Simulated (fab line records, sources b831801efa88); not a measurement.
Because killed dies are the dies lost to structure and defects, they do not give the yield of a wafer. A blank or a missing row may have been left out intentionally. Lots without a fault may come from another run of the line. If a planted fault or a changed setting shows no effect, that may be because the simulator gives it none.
A struck lot beside a sound one -- flow sfq_line -- 19 steps out of a route of 325
Sound: wafers L305.1, L305.2, L305.5. Struck: wafer L314.4. (L314.2, L314.5 of the same lot were not struck and are left out.) The cause comes at the end.
Each step with rows lists, per side, the tool, then ch with its chambers, then its first start. Under that, the readings that differ: sound wafers -- struck wafers -- difference of the means -- sigmas: that difference in standard deviations of wafers without a fault.
alike: same words and numbers on both sides, and readings whose means sit less than 2 such deviations apart. not compared: any withheld reading, any reading some wafer has no value for, any bound like >300 that may hide the same value, and any number with overlapping values for which the record gives no deviation.
A row with sigmas, a row that says differs or no value, or rows on one side alone: a step with any of these is where the two part. When numbers do not overlap yet have no deviation, they are printed without sigmas and do not part them. Lack of a reading on every wafer of one side parts them only where that side has two or more wafers.

first, 4 steps without rows for these wafers: SFQ_TRILAYER_L0_LITHO_SOFTBAKE_009; SFQ_TRILAYER_L0_LITHO_EXPOSE_006 (exposes mask L0, target cd 2000 nm); SFQ_TRILAYER_L0_LITHO_PEB_008 (peb time 60 s); SFQ_TRILAYER_L0_LITHO_DEVELOP_007 (time 60 s).
SFQ_TRILAYER_L0_BARC_OPEN_METAL_ETCH_010: etches BARC in O2, target depth 125 nm, time 41.7 s.
  sound on rie_metal-04 ch 0,1, day 3 20:59; struck on rie_metal-04 ch 1, day 5 11:13
  alike: drypump_motor_current_A, he_backside_leak_sccm, oes_product_au
  not compared: rf_hours_counter_h
SFQ_TRILAYER_L0_ETCH_METAL_ETCH_008: etches MoNx KI in SF6/O2, stops on SiO2, target depth 50 nm, time 25 s.
  sound on rie_metal-04 ch 0,1, day 3 21:02; struck on rie_metal-04 ch 1, day 5 11:16
  alike: drypump_motor_current_A, he_backside_leak_sccm, oes_product_au
  not compared: rf_hours_counter_h
SFQ_TRILAYER_L0_STRIP_STRIP_009: strips in O2.
  sound on rie_metal-04 ch 0,1, day 3 21:05; struck on rie_metal-04 ch 1, day 5 11:19
  alike: drypump_motor_current_A, he_backside_leak_sccm, oes_product_au
  not compared: rf_hours_counter_h
then, 1 step without rows for these wafers: SFQ_TRILAYER_L0_STRIP_SOLV_CLEAN_010 (cleans in NMP, time 600 s).
SFQ_TRILAYER_L0_CAP_PECVD_011: deposits SiO2 from SiH4/N2O, time 13.333 s, target thk 60 nm.
  sound on pecvd-04 ch 1,2, day 3 21:52; struck on pecvd-04 ch 1, day 5 12:05
  alike: heater_power_w, throttle_valve_pct
then, 3 steps without rows for these wafers: SFQ_TRILAYER_L0_VIA_LITHO_COAT_018 (resist thk 62 nm); SFQ_TRILAYER_L0_VIA_LITHO_COAT_013 (resist thk 650 nm); SFQ_TRILAYER_L0_VIA_LITHO_SOFTBAKE_017.
SFQ_TRILAYER_L0_VIA_LITHO_EXPOSE_014: exposes mask L0V, target cd 700 nm.
  sound on krf_scanner-02 ch 0, day 5 07:19; struck on krf_scanner-02 ch 0, day 6 22:01
  alike: mask, stage_vel_mm_s
then, 2 steps without rows for these wafers: SFQ_TRILAYER_L0_VIA_LITHO_PEB_016 (peb time 60 s); SFQ_TRILAYER_L0_VIA_LITHO_DEVELOP_015 (time 60 s).
SFQ_L0V_OVL_MEAS_903:
  struck on overlay-02, day 6 23:19; sound on overlay-01, day 5 08:49
  alike: L0V_OVL
SFQ_TRILAYER_L0_VIA_BARC_OPEN_VIA_ETCH_021: etches BARC in O2, target depth 125 nm, time 41.7 s.
  sound on rie_diel-03 ch 0,1,3, day 5 08:51; struck on rie_diel-02 ch 1, day 6 23:21
reading,sound,struck,difference,sigmas
model.L0V.cd_nm (nm),699.9 699.3 699.3,732.7,+33.2,
  alike: drypump_motor_current_A, oes_product_au
  not compared: rf_hours_counter_h
SFQ_TRILAYER_L0_VIA_ETCH_VIA_ETCH_016: etches SiO2 in CHF3, stops on MoNx KI, target depth 80 nm.
  sound on rie_diel-03 ch 0,1,3, day 5 08:53; struck on rie_diel-02 ch 1, day 6 23:23
reading,sound,struck,difference,sigmas
model.L0V.cd_nm (nm),699.4 698.6 698.6,732.7,+33.8,
  alike: drypump_motor_current_A, oes_product_au
SFQ_TRILAYER_L0_VIA_STRIP_STRIP_017: strips in O2.
  sound on rie_metal-03 ch 0,1, day 5 08:56; struck on rie_metal-01 ch 1, day 6 23:26
  alike: drypump_motor_current_A, he_backside_leak_sccm, oes_product_au
  not compared: rf_hours_counter_h

## WHERE THEY PART
Nowhere in this record.

WHY: what had been put in by the simulator
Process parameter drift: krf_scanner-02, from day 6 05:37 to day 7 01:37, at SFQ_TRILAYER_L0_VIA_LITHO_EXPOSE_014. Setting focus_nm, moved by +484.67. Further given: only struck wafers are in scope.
